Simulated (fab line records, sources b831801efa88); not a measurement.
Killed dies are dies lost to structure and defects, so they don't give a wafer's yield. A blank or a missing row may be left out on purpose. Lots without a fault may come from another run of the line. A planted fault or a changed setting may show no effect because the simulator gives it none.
Which tool did it? | flow gf180mcu | 12 lots, 36 wafers sampled, at 2 steps of a route of 602

WHAT THE GAUGES READ, wafer by wafer
GF_STI_THK_MEAS_22.
lot  | measured    | on            | STI_OXIDATION_01_THK (nm)
L198 | day 2 04:05 | film_metro-02 | 15.12 15.27 15.21
L199 | day 2 08:25 | film_metro-04 | 14.88 14.84 14.63
L200 | day 2 15:25 | film_metro-01 | 14.78 14.87 14.74
L201 | day 2 18:40 | film_metro-02 | 15.37 14.89 15.43
L203 | day 3 05:16 | film_metro-01 | 15.05 15.07 14.91
L210 | day 4 18:05 | film_metro-01 | 14.64 14.98 14.84
L211 | day 5 00:29 | film_metro-02 | 14.85 14.74 15.14
L214 | day 5 14:02 | film_metro-02 | 14.60 14.60 14.74
L215 | day 5 19:17 | film_metro-02 | 15.34 15.34 15.23
L216 | day 5 23:37 | film_metro-01 | 15.21 14.99 15.28
L217 | day 6 05:55 | film_metro-02 | 15.46 15.55 15.49
L221 | day 7 03:16 | film_metro-02 | 14.97 14.91 15.01

GF_MVPSD_OVL_MEAS_07.
lot  | measured     | on         | MVPSD_OVL (nm)
L198 | day 5 01:51  | overlay-01 | -2.2 -0.9 -3.1
L199 | day 5 05:27  | overlay-02 | -1.0 -0.2 0.0
L200 | day 5 12:46  | overlay-01 | 1.1 2.7 0.5
L201 | day 5 18:46  | overlay-01 | 2.3 0.6 0.5
L203 | day 6 05:23  | overlay-02 | 0.1 -1.1 -1.1
L210 | day 8 01:16  | overlay-01 | 1.4 0.3 -0.7
L211 | day 8 08:05  | overlay-01 | 1.8 -1.0 -1.1
L214 | day 9 00:18  | overlay-02 | -0.6 0.7 -3.0
L215 | day 9 07:46  | overlay-02 | -1.2 -0.6 -3.4
L216 | day 9 11:50  | overlay-02 | -0.3 -1.6 -1.3
L217 | day 9 20:10  | overlay-02 | 0.1 0.3 1.4
L221 | day 10 19:55 | overlay-01 | 0.6 0.6 0.8

WHICH TOOL RAN EACH LOT (tool, then ch and the chambers of the sampled wafers, then the start)
The record holds no process step before these readings.

WHAT THE TOOLS THEMSELVES READ (means of the sampled wafers that have a number; where no wafer has one, the mark that the record gives instead)
The record holds no such reading with a usual standard deviation.

THE ANSWER, worked out from the rows above alone
Rule: what is usual is taken from the lots themselves. Put in order of their means at a reading, lots are off if they are a third of the lots or fewer, leave a main group of 4 or more, and stand apart from it by a gap of 3 or more times the standard deviation of the main group's means; of several such gaps the widest counts. A main group whose means are all the same, to the digits that the tables above print for the reading, isn't used. A lot without any number at a reading at which 4 lots or more have one is off too. The other lots that the step has rows for count as sound. The gauges are gone through in route order, then the tools' own readings, and for those a lot's mean is taken as printed above. The first step at which some lot is off is used, and at that step the reading that is off furthest; a lot without a number counts as furthest.
No lot is off at any reading shown: from this, nothing can be told.

WHAT THE SIMULATOR HAD PUT IN
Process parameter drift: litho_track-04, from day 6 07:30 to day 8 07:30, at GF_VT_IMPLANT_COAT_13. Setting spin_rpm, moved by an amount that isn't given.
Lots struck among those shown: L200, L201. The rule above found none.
